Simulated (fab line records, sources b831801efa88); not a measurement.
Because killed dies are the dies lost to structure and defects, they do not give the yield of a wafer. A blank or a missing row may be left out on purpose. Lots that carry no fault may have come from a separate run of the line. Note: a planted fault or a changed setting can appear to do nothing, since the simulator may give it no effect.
Comparing a struck lot with a sound one -- flow gf180mcu -- 19 steps out of a route of 602
Sound: wafers L741.2, L741.4, L741.6. The struck wafers were L749.1, L749.3, L749.6. Last of all comes the cause.
Order at every step that has rows: each side's tool, ch and its chambers, its first start. Under that, the readings that differ: sound wafers -- struck wafers -- difference of the means -- sigmas: that difference in standard deviations of wafers without a fault.
alike: same words and numbers on both sides, and readings whose means sit less than 2 such deviations apart. not compared: any withheld reading, any reading some wafer has no value for, any bound like >300 that may hide the same value, and any number with overlapping values for which the record gives no deviation.
Wherever a step has rows on one side only, a row that says differs or no value, or a row with sigmas, the two part there. Numbers that don't overlap but have no deviation are shown without sigmas and don't part them. Lack of a reading on every wafer of one side parts them only where that side has two or more wafers.

GF_VT_IMPLANT_RS_MEAS_49: the measuring method here is four-point-probe.
  struck on filmMetro-03, day 9 17:50; sound on filmMetro-03, day 7 14:17
  alike: MVPSD_RS
then, 4 steps without rows for these wafers: GF_VT_IMPLANT_WET_ETCH_50 (etches SiO2 in dHF, target depth 20 nm, time 400 s); GF_DUAL_GATE_CLEAN_00 (cleans in SC1/SC2, time 150 s); GF_DUAL_GATE_CLEAN_01 (cleans in dHF, time 20 s); GF_DUAL_GATE_OXIDATION_02 (stabilise 600 s, purge 300 s, target thk 10.887 nm).
GF_DUAL_GATE_THK_MEAS_03:
  struck on filmMetro-01, day 9 19:35; sound on filmMetro-01, day 7 18:42
  alike: DUAL_GATE_OXIDATION_00_THK
then, 6 steps without rows for these wafers: GF_DUAL_GATE_DEHYDRATE_04 (time 60 s); GF_DUAL_GATE_HMDS_05 (prime time 60 s); GF_DUAL_GATE_COAT_06 (resist thk 1000 nm); GF_DUAL_GATE_SOFTBAKE_07 (time 60 s); GF_DUAL_GATE_EXPOSE_08 (exposes mask Dualgate, target cd 700 nm); GF_DUAL_GATE_PEB_09.
GF_DUAL_GATE_DEVELOP_10: develop time 60 s.
  sound on lithoTrack-01 ch 0, day 8 10:08; struck on lithoTrack-01 ch 0, day 10 12:52
GF_DUAL_GATE_OVL_MEAS_11:
  struck on overlay-02, day 10 13:01; sound on overlay-02, day 8 10:16
  alike: DUAL_GATE_OVL
then, 1 step without rows for these wafers: GF_DUAL_GATE_WET_ETCH_12 (etches SiO2 in dHF, target depth 13 nm, time 260 s).
GF_DUAL_GATE_STRIP_13: strips in O2/N2.
  sound on plasmaAsher-01 ch 0,1, day 8 10:23; struck on plasmaAsher-04 ch 0,1, day 10 13:08
  alike: chamberPressureMTorr, drypumpMotorCurrentA, heaterPowerW, n2FlowSccm, o2FlowSccm, oesProductAu, stripTimeToEndpointS
  not compared: rfHoursCounterH
then, 2 steps without rows for these wafers: GF_DUAL_GATE_CLEAN_14 (cleans in SC1/SC2, time 150 s); GF_DUAL_GATE_OXIDATION_15 (stabilise 600 s, purge 300 s, target thk 7.098 nm).
-- record jumps: 21 days separate the struck wafers' starts on either side; left off in module DUAL_GATE, taken up again in module PASSIVATION, whose first shown step is the route's number 602 --
GF_PASSIVATION_PROBE_99:
  rows exist in the record for the struck wafers here (prober-01, day 31 10:17), but not for the sound ones

== WHERE THEY PART ==
Only at GF_PASSIVATION_PROBE_99, within this record.

WHY: what the simulator had put in
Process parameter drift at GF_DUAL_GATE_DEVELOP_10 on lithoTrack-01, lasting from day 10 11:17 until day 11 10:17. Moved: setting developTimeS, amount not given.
